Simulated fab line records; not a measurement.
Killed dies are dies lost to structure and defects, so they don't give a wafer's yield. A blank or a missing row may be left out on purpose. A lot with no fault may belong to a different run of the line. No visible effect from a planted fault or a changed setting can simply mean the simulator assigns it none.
Tool commonality check || flow gf180mcu || 13 lots, 39 wafers sampled

WHY THIS WAS OPENED
At GF_CONTACT_RS_MEAS_25 the reading CONTACT_W_RS is flagged on 2 of 13 lots. Wafers without a fault read 0.381 ohm/sq, standard deviation 0.0044.
Rule: flag the lot when none of its wafers has a number, or when each of its wafers that has one lies beyond 4 standard deviations from that mean. All remaining lots are regarded as sound.

{"lot": "L680", "measured": "day 16 00:40", "on": "film-metro-01", "CONTACT_W_RS (ohm/sq), wafer by wafer": "0.373 0.378 0.383", "flag": ""}
{"lot": "L681", "measured": "day 16 09:02", "on": "film-metro-03", "CONTACT_W_RS (ohm/sq), wafer by wafer": "0.388 0.386 0.385", "flag": ""}
{"lot": "L682", "measured": "day 16 19:44", "on": "film-metro-01", "CONTACT_W_RS (ohm/sq), wafer by wafer": "0.382 0.374 0.377", "flag": ""}
{"lot": "L690", "measured": "day 19 22:35", "on": "film-metro-03", "CONTACT_W_RS (ohm/sq), wafer by wafer": "0.400 0.403 0.410", "flag": "FLAGGED"}
{"lot": "L691", "measured": "day 20 10:29", "on": "film-metro-03", "CONTACT_W_RS (ohm/sq), wafer by wafer": "0.413 0.406 0.417", "flag": "FLAGGED"}
{"lot": "L692", "measured": "day 20 14:37", "on": "film-metro-03", "CONTACT_W_RS (ohm/sq), wafer by wafer": "0.384 0.380 0.385", "flag": ""}
{"lot": "L693", "measured": "day 21 06:08", "on": "film-metro-03", "CONTACT_W_RS (ohm/sq), wafer by wafer": "0.385 0.383 0.386", "flag": ""}
{"lot": "L696", "measured": "day 22 03:29", "on": "film-metro-01", "CONTACT_W_RS (ohm/sq), wafer by wafer": "0.388 0.384 0.382", "flag": ""}
{"lot": "L698", "measured": "day 22 11:24", "on": "film-metro-03", "CONTACT_W_RS (ohm/sq), wafer by wafer": "0.385 0.384 0.385", "flag": ""}
{"lot": "L699", "measured": "day 22 22:08", "on": "film-metro-03", "CONTACT_W_RS (ohm/sq), wafer by wafer": "0.383 0.383 0.372", "flag": ""}
{"lot": "L701", "measured": "day 23 09:39", "on": "film-metro-01", "CONTACT_W_RS (ohm/sq), wafer by wafer": "0.374 0.376 0.377", "flag": ""}
{"lot": "L702", "measured": "day 23 21:13", "on": "film-metro-03", "CONTACT_W_RS (ohm/sq), wafer by wafer": "0.386 0.373 0.377", "flag": ""}
{"lot": "L703", "measured": "day 24 05:15", "on": "film-metro-04", "CONTACT_W_RS (ohm/sq), wafer by wafer": "0.383 0.380 0.376", "flag": ""}
The numbers of the flagged lots are 0.408 ohm/sq on average: +0.027 ohm/sq against the usual, or +6 standard deviations.

EACH LOT AND THE TOOL IT RAN ON
The record holds 3 process steps before the reading, out of a route of 602 steps. Read each cell as the tool, then ch plus the chambers that the sampled wafers visited, then the start.
{"lot": "L680", "flag": "", "GF_CONTACT_CVD_02": "pecvd-03 ch 0,2, day 15 01:34", "GF_CONTACT_CMP_04": "cmp-02 ch 0,3, day 15 01:44", "GF_CONTACT_CVD_24": "cvd-w-01 ch 0,1, day 16 00:34"}
{"lot": "L681", "flag": "", "GF_CONTACT_CVD_02": "pecvd-01 ch 0,1,2, day 15 10:12", "GF_CONTACT_CMP_04": "cmp-01 ch 0,1,2, day 15 10:23", "GF_CONTACT_CVD_24": "cvd-w-02 ch 0,1, day 16 08:56"}
{"lot": "L682", "flag": "", "GF_CONTACT_CVD_02": "pecvd-01 ch 0,1,2, day 15 21:01", "GF_CONTACT_CMP_04": "cmp-02 ch 2,3, day 15 21:09", "GF_CONTACT_CVD_24": "cvd-w-01 ch 0,1, day 16 19:38"}
{"lot": "L690", "flag": "FLAGGED", "GF_CONTACT_CVD_02": "pecvd-01 ch 0,1, day 18 21:01", "GF_CONTACT_CMP_04": "cmp-02 ch 0,1,3, day 18 21:09", "GF_CONTACT_CVD_24": "cvd-w-01 ch 0,1, day 19 22:29"}
{"lot": "L691", "flag": "FLAGGED", "GF_CONTACT_CVD_02": "pecvd-01 ch 0,1,2, day 19 09:32", "GF_CONTACT_CMP_04": "cmp-02 ch 0,3, day 19 09:40", "GF_CONTACT_CVD_24": "cvd-w-01 ch 0,1, day 20 10:23"}
{"lot": "L692", "flag": "", "GF_CONTACT_CVD_02": "pecvd-01 ch 0,2, day 19 13:31", "GF_CONTACT_CMP_04": "cmp-02 ch 0,3, day 19 13:42", "GF_CONTACT_CVD_24": "cvd-w-02 ch 0,1, day 20 14:29"}
{"lot": "L693", "flag": "", "GF_CONTACT_CVD_02": "pecvd-01 ch 0,1,2, day 20 05:02", "GF_CONTACT_CMP_04": "cmp-02 ch 0,1,2, day 20 05:10", "GF_CONTACT_CVD_24": "cvd-w-02 ch 0,1, day 21 06:02"}
{"lot": "L696", "flag": "", "GF_CONTACT_CVD_02": "pecvd-02 ch 1,2, day 21 02:25", "GF_CONTACT_CMP_04": "cmp-02 ch 0,2,3, day 21 02:36", "GF_CONTACT_CVD_24": "cvd-w-02 ch 0,1, day 22 03:23"}
{"lot": "L698", "flag": "", "GF_CONTACT_CVD_02": "pecvd-03 ch 0,1,2, day 21 11:01", "GF_CONTACT_CMP_04": "cmp-01 ch 1,2,3, day 21 11:14", "GF_CONTACT_CVD_24": "cvd-w-02 ch 0, day 22 11:17"}
{"lot": "L699", "flag": "", "GF_CONTACT_CVD_02": "pecvd-01 ch 0,1, day 21 21:55", "GF_CONTACT_CMP_04": "cmp-02 ch 0,3, day 21 22:02", "GF_CONTACT_CVD_24": "cvd-w-01 ch 0,1, day 22 22:02"}
{"lot": "L701", "flag": "", "GF_CONTACT_CVD_02": "pecvd-03 ch 0,2, day 22 09:49", "GF_CONTACT_CMP_04": "cmp-02 ch 0,1,3, day 22 10:00", "GF_CONTACT_CVD_24": "cvd-w-01 ch 0,1, day 23 09:33"}
{"lot": "L702", "flag": "", "GF_CONTACT_CVD_02": "pecvd-02 ch 0,1,2, day 22 21:13", "GF_CONTACT_CMP_04": "cmp-02 ch 1,2, day 22 21:18", "GF_CONTACT_CVD_24": "cvd-w-01 ch 0,1, day 23 21:06"}
{"lot": "L703", "flag": "", "GF_CONTACT_CVD_02": "pecvd-03 ch 0,1, day 23 04:35", "GF_CONTACT_CMP_04": "cmp-02 ch 0,1,2, day 23 04:46", "GF_CONTACT_CVD_24": "cvd-w-01 ch 0,1, day 24 05:08"}
These steps, and what they do:
- GF_CONTACT_CVD_02: deposits SiO2 from TEOS, target thk 860 nm, time 95.992 s.
- GF_CONTACT_CMP_04: polishes SiO2.
- GF_CONTACT_CVD_24: deposits W, target thk 300 nm, time 90.339 s.
- GF_CONTACT_RS_MEAS_25: measures by four-point-probe.

FLAGGED OVER TOTAL, TOOL BY TOOL (the gauges that took the reading come last)
{"step": "GF_CONTACT_CVD_02", "tool": "pecvd-01", "lots run": 7, "flagged": 2, "share of the flagged lots": "all", "sound lots run after its first flagged lot": "3 (L692,L693,L699)"}
{"step": "GF_CONTACT_CVD_02", "tool": "pecvd-02", "lots run": 2, "flagged": 0, "share of the flagged lots": "none", "sound lots run after its first flagged lot": "-"}
{"step": "GF_CONTACT_CVD_02", "tool": "pecvd-03", "lots run": 4, "flagged": 0, "share of the flagged lots": "none", "sound lots run after its first flagged lot": "-"}
{"step": "GF_CONTACT_CMP_04", "tool": "cmp-01", "lots run": 2, "flagged": 0, "share of the flagged lots": "none", "sound lots run after its first flagged lot": "-"}
{"step": "GF_CONTACT_CMP_04", "tool": "cmp-02", "lots run": 11, "flagged": 2, "share of the flagged lots": "all", "sound lots run after its first flagged lot": "7 (L692,L693,L696,L699,L701,L702,L703)"}
{"step": "GF_CONTACT_CVD_24", "tool": "cvd-w-01", "lots run": 8, "flagged": 2, "share of the flagged lots": "all", "sound lots run after its first flagged lot": "4 (L699,L701,L702,L703)"}
{"step": "GF_CONTACT_CVD_24", "tool": "cvd-w-02", "lots run": 5, "flagged": 0, "share of the flagged lots": "none", "sound lots run after its first flagged lot": "-"}
{"step": "GF_CONTACT_RS_MEAS_25", "tool": "film-metro-01", "lots run": 4, "flagged": 0, "share of the flagged lots": "none", "sound lots run after its first flagged lot": "-"}
{"step": "GF_CONTACT_RS_MEAS_25", "tool": "film-metro-03", "lots run": 8, "flagged": 2, "share of the flagged lots": "all", "sound lots run after its first flagged lot": "5 (L692,L693,L698,L699,L702)"}
{"step": "GF_CONTACT_RS_MEAS_25", "tool": "film-metro-04", "lots run": 1, "flagged": 0, "share of the flagged lots": "none", "sound lots run after its first flagged lot": "-"}

WHAT IS ALLOWED BY THE TABLE
4 rows of the table ran every flagged lot: pecvd-01 at GF_CONTACT_CVD_02, cmp-02 at GF_CONTACT_CMP_04, cvd-w-01 at GF_CONTACT_CVD_24, film-metro-03 at GF_CONTACT_RS_MEAS_25.
- pecvd-01 at GF_CONTACT_CVD_02 ran 7 lots, 2 of them flagged. Lots that were sound ran on it after the first flagged one (L692, L693, L699); a persistent fault on the entire tool would not allow that.
- cmp-02 at GF_CONTACT_CMP_04 ran 11 lots, 2 of them flagged. Lots that were sound ran on it after the first flagged one (L692, L693, L696, L699, L701, L702, L703); a persistent fault on the entire tool would not allow that.
- cvd-w-01 at GF_CONTACT_CVD_24 ran 8 lots, 2 of them flagged. Lots that were sound ran on it after the first flagged one (L699, L701, L702, L703); a persistent fault on the entire tool would not allow that. Its own readings lie more than 4 standard deviations out on every wafer of the flagged lots: chamber-pressure-Torr.
- film-metro-03 at GF_CONTACT_RS_MEAS_25 ran 8 lots, 2 of them flagged. Lots that were sound ran on it after the first flagged one (L692, L693, L698, L699, L702); a persistent fault on the entire tool would not allow that.
Every row of the table either missed a flagged lot or ran a sound lot after the first.

WHAT HAD BEEN PUT IN BY THE SIMULATOR
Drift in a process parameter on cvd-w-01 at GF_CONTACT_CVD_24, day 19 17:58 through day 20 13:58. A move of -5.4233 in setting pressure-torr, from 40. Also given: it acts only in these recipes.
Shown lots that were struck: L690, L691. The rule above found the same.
